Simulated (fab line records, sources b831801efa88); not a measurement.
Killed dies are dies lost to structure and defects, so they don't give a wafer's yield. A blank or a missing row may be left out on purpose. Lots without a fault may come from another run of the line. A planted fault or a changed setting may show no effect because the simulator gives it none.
A struck lot beside a sound one | flow sky130 | 35 steps out of a route of 708
Sound: wafers L334.1, L334.2, L334.3. Struck: wafers L342.1, L342.2, L342.6. The cause comes at the end.
At each step with rows: each side's tool, then ch and its chambers, then its first start. Under that, the readings that differ: sound wafers | struck wafers | difference of the means | sigmas: that difference in standard deviations of wafers without a fault.
alike: readings whose means differ by less than 2 such deviations, and words and numbers that are the same on both sides. not compared: withheld readings, readings that some wafer has no value for, bounds like >300 that may hide the same value, and numbers for which the record gives no deviation and whose values overlap.
The two part at a step that has a row with sigmas, a row that says differs or no value, or rows on one side only. Numbers that don't overlap but have no deviation are shown without sigmas and don't part them. A reading that every wafer of one side lacks parts them only if that side has two wafers or more.

first, 9 steps without rows for these wafers: SKY_METAL2_DEVELOP_14 (develop time 60 s); SKY_METAL2_DESCUM_17 (chemistry O2, time 8 s); SKY_METAL2_ETCH_18 (etches BARC in N2/H2, stops on SiO2, time 45.9 s, target depth 60 nm); SKY_METAL2_METAL_ETCH_19 (etches the open film in Cl2/BCl3, stops on SiO2, target depth 360 nm, time 78 s); SKY_METAL2_STRIP_20 (strips in O2/N2); SKY_METAL2_STRIP_21 (strips in post etch residue remover, time 1200 s); SKY_METAL2_CLEAN_22 (cleans in IPA, time 180 s); SKY_METAL2_CLEAN_23 (cleans in O3/DIW); SKY_VIA2_HDPCVD_00 (deposits SiO2, target thk 1180 nm, time 196.7 s).
SKY_VIA2_CMP_02: polishes SiO2.
  sound on cmp-02 ch 0,1,2, day 37 06:13; struck on cmp-02 ch 1,2,3, day 39 09:34
  reading                                  | sound             | struck            | difference | sigmas
  model.SiO2_of_VIA2_HDPCVD_00.thk_nm (nm) | 493.7 495.4 494.5 | 446.4 445.8 444.9 | -48.8      |
  alike: motor_current_A, retaining_ring_pressure_frac
SKY_VIA2_BOW_MEAS_03:
  sound on film_metro-04, day 37 06:31; struck on film_metro-04, day 39 10:06
  reading       | sound    | struck | difference                    | sigmas
  VIA2_BOW (um) | 91 84 91 | - - -  | no value on the struck wafers |
  not compared: hold
then, 8 steps without rows for these wafers: SKY_VIA2_HMDS_05 (prime time 60 s); SKY_VIA2_COAT_06 (resist thk 60 nm); SKY_VIA2_COAT_07 (resist thk 450 nm); SKY_VIA2_SOFTBAKE_08 (time 90 s); SKY_VIA2_EXPOSE_09 (exposes mask VIM2, target cd 200 nm); SKY_VIA2_PEB_10; SKY_VIA2_DEVELOP_11 (develop time 60 s); SKY_VIA2_ETCH_14 (etches BARC in N2/H2, stops on SiO2, time 45.9 s, target depth 60 nm).
SKY_VIA2_ETCH_15: etches SiO2 in C4F8/O2/Ar, stops on TiN, target depth 546 nm, time 84 s.
  sound on rie_diel-01 ch 0,2,3, day 38 07:55; struck on rie_diel-04 ch 1,2,3, day 40 10:13
  reading                          | sound             | struck            | difference | sigmas
  oes_product_au (a.u.)            | 0.939 0.941 0.938 | 0.888 0.875 0.889 | -0.055     | -11
  model.etch.depth_nm (nm)         | 493.7 495.4 494.5 | 446.4 445.8 444.9 | -48.8      |
  model.VIA2.feature_depth_nm (nm) | 493.7 495.4 494.5 | 446.4 445.8 444.9 | -48.8      |
then, 13 steps without rows for these wafers: SKY_VIA2_STRIP_16 (strips in O2/N2); SKY_VIA2_STRIP_17 (strips in post etch residue remover, time 1200 s); SKY_VIA2_CLEAN_18 (cleans in IPA, time 180 s); SKY_VIA2_CLEAN_19 (cleans in O3/DIW); SKY_VIA2_SPUTTER_20 (material TiN, target thk 20 nm, time 80 s); SKY_VIA2_CVD_21 (deposits W, target thk 420 nm, time 126.4 s); SKY_VIA2_CMP_24 (polishes, stops on SiO2, t overpolish 20 s, target thk 0 nm); SKY_METAL3_SPUTTER_00 (material Ti, target thk 15 nm, time 10 s); SKY_METAL3_SPUTTER_01 (material TiN, target thk 20 nm, time 16.7 s); SKY_METAL3_SPUTTER_02 (material AlCu, target thk 735 nm, time 39.1 s); SKY_METAL3_SPUTTER_03 (material Ti, target thk 5 nm, time 3.3 s); SKY_METAL3_SPUTTER_04 (material TiN, target thk 70 nm, time 58.3 s); SKY_CAPM_CVD_00 (deposits SiO2, target thk 15.5 nm).
-- the record jumps here: 2 days lie between the struck wafers' starts before and after (it left off in module CAPM and takes up again in module METAL3, whose first step shown is number 532 of the route) --
SKY_METAL3_METAL_ETCH_18: etches the open film in Cl2/BCl3, stops on SiO2, target depth 845 nm, time 183.1 s.
  sound on rie_metal-02 ch 0,1, day 40 11:42; struck on rie_metal-02 ch 0,1, day 42 12:16
  reading                                  | sound           | struck            | difference | sigmas
  model.SiO2_of_VIA2_HDPCVD_00.thk_nm (nm) | 464.5 465.9 465 | 416.6 416.1 414.9 | -49.3      |
  alike: drypump_motor_current_A, oes_product_au, throttle_valve_pct
  not compared: rf_hours_counter_h
-- the record jumps here: 7 days lie between the struck wafers' starts before and after (it left off in module METAL3 and takes up again in module PAD_OPEN, whose first step shown is number 708 of the route) --
SKY_PAD_OPEN_PROBE_99:
  sound on prober-02, day 47 08:52; struck on prober-02, day 49 00:17
  alike: defect_limited_yield, killed_at_M0_to_M3, killed_at_M4_up, killed_at_contacts, killed_at_front_end, killed_at_other, killed_dies, killed_on_rim, killed_open, killed_short, sort_bin_3_pad_short, sort_bin_5_function, sort_bin_6_memory, sort_n_pass, sort_yield_pct

WHERE THEY PART
First at SKY_VIA2_BOW_MEAS_03; last, within this record, at SKY_VIA2_ETCH_15. Later steps at which nothing parts them and some readings are alike: SKY_METAL3_METAL_ETCH_18, SKY_PAD_OPEN_PROBE_99.

WHY: what the simulator had put in
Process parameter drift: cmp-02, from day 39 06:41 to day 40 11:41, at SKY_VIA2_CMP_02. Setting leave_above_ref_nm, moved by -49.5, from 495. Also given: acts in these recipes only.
